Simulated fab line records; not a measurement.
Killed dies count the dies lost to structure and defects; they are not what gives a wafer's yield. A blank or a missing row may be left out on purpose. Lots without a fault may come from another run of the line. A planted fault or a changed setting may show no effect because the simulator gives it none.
Chamber matching / flow sfq-line / cmp-02 running SFQ_TRILAYER_I3_CMP_CMP_082: 4 sister chambers
The step polishes SiO2. 8 wafers are shown with their chamber, then 7 later ones without.

WAFERS PAIRED WITH THEIR CHAMBERS
wafer=L283.1; chamber=3; motor-current-A (A)=9.5; time-to-endpoint-s (s)=202
wafer=L284.6; chamber=0; motor-current-A (A)=9.9; time-to-endpoint-s (s)=218
wafer=L285.4; chamber=1; motor-current-A (A)=10.8; time-to-endpoint-s (s)=222
wafer=L285.6; chamber=0; motor-current-A (A)=9.6; time-to-endpoint-s (s)=225
wafer=L288.4; chamber=1; motor-current-A (A)=10.4; time-to-endpoint-s (s)=220
wafer=L288.6; chamber=3; motor-current-A (A)=10.1; time-to-endpoint-s (s)=212
wafer=L291.4; chamber=2; motor-current-A (A)=9.3; time-to-endpoint-s (s)=219
wafer=L291.5; chamber=2; motor-current-A (A)=9.9; time-to-endpoint-s (s)=218

WAFERS MISSING THEIR CHAMBER
wafer=L291.6; motor-current-A (A)=10.0; time-to-endpoint-s (s)=221
wafer=L292.1; motor-current-A (A)=9.7; time-to-endpoint-s (s)=210
wafer=L292.3; motor-current-A (A)=9.8; time-to-endpoint-s (s)=207
wafer=L292.6; motor-current-A (A)=9.9; time-to-endpoint-s (s)=207
wafer=L296.2; motor-current-A (A)=8.8; time-to-endpoint-s (s)=226
wafer=L296.4; motor-current-A (A)=9.6; time-to-endpoint-s (s)=228
wafer=L296.5; motor-current-A (A)=10.9; time-to-endpoint-s (s)=225

WHICH CHAMBER EACH ONE RAN IN
wafer=L291.6; from the rows above=can't be placed: 0 or 2 or 1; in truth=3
wafer=L292.1; from the rows above=can't be placed: 3 or 2 or 0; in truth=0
wafer=L292.3; from the rows above=3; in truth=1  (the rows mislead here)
wafer=L292.6; from the rows above=3; in truth=3
wafer=L296.2; from the rows above=can't be placed: 2 or 0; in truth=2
wafer=L296.4; from the rows above=can't be placed: 0 or 2 or 1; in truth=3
wafer=L296.5; from the rows above=1; in truth=1
2 of 7 placed correctly. Not placeable from these rows: 4 (in 2, the candidates include the true chamber). Number placed wrongly: 1.
How it was worked out, from the rows above alone: a wafer's distance from a chamber is the root of the sum, over the readings, of the square of ((its reading less the chamber's mean) divided by the reading's scatter). The wafer belongs to the nearest chamber; if the next one is less than 2 further off, it can't be placed. For every chamber, the mean is computed from those of its wafers that are shown. The scatter: the root of (the sum of the squares of (reading less its chamber's mean) over the shown wafers, divided by (wafers less chambers)).
